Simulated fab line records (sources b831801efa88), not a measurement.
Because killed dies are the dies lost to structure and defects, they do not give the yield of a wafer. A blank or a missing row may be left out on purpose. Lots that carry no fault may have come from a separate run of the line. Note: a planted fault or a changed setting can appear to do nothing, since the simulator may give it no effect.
Matching of chambers | flow sky130 | SKY_PASSIVATION_CVD_00 on pecvd-03 has 3 sister chambers
The step deposits SiO2, target thk 90 nm. 20 wafers are shown with their chamber, then 10 later ones without.

== EACH WAFER AND ITS CHAMBER ==
wafer  | chamber | heater-power-w (W) | heater-power-outer-w (W) | rf-fwd-power-W (W)
L074.1 | 1       | 738                | 475                      | 593
L074.2 | 0       | 856                | 544                      | 585
L074.5 | 0       | 884                | 525                      | 587
L075.1 | 0       | 835                | 506                      | 584
L075.2 | 1       | 659                | 388                      | 590
L075.3 | 1       | 660                | 395                      | 591
L077.3 | 1       | 638                | 371                      | 593
L077.5 | 1       | 650                | 382                      | 593
L077.6 | 0       | 798                | 492                      | 586
L079.2 | 2       | 537                | 295                      | 590
L079.4 | 2       | 547                | 290                      | 592
L079.5 | 0       | 831                | 523                      | 585
L078.1 | 2       | 549                | 305                      | 591
L078.3 | 1       | 690                | 418                      | 598
L078.4 | 0       | 766                | 452                      | 587
L080.2 | 0       | 839                | 513                      | 586
L080.4 | 1       | 727                | 440                      | 592
L080.5 | 0       | 851                | 531                      | 588
L090.1 | 2       | 545                | 288                      | 589
L090.2 | 1       | 665                | 399                      | 598

SIGNATURES (means of the wafers above)
reading              | chamber 0 | chamber 1 | chamber 2 | scatter within a chamber
heater-power-w       | 832.50    | 678.38    | 544.50    | 33.1
heater-power-outer-w | 510.75    | 408.50    | 294.50    | 28.9
rf-fwd-power-W       | 586.00    | 593.50    | 590.50    | 2.16
Rule: a wafer lies at a distance from a chamber equal to the root of the sum of squares, over the readings, of (its reading less the chamber's mean, divided by the reading's scatter). If the next closest chamber is less than 2 further off than the closest, the wafer can't be placed; otherwise it belongs to the closest. The scatter is the square root of a quotient: the sum, over the shown wafers, of each reading's squared deviation from its chamber's mean, divided by wafers minus chambers.

== WAFERS WITHOUT THEIR CHAMBER ==
wafer  | heater-power-w (W) | heater-power-outer-w (W) | rf-fwd-power-W (W)
L090.3 | 871                | 548                      | 587
L091.1 | 591                | 326                      | 592
L091.2 | 638                | 362                      | 596
L091.4 | 609                | 336                      | 589
L092.1 | 599                | 337                      | 592
L092.2 | 696                | 406                      | 595
L092.5 | 585                | 332                      | 591
L097.2 | 787                | 474                      | 596
L097.3 | 752                | 449                      | 584
L097.5 | 600                | 329                      | 590

== THE CHAMBER EACH PASSED THROUGH ==
wafer  | from the rows above     | in truth
L090.3 | 0                       | 0
L091.1 | 2                       | 2
L091.2 | 1                       | 1
L091.4 | can't be placed: 2 or 1 | 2
L092.1 | can't be placed: 2 or 1 | 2
L092.2 | 1                       | 1
L092.5 | 2                       | 2
L097.2 | can't be placed: 1 or 0 | 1
L097.3 | can't be placed: 0 or 1 | 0
L097.5 | can't be placed: 2 or 1 | 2
5 of 10 placed correctly. These rows do not allow placing 5 (true chamber among the candidates in 5). Placed wrongly: 0.
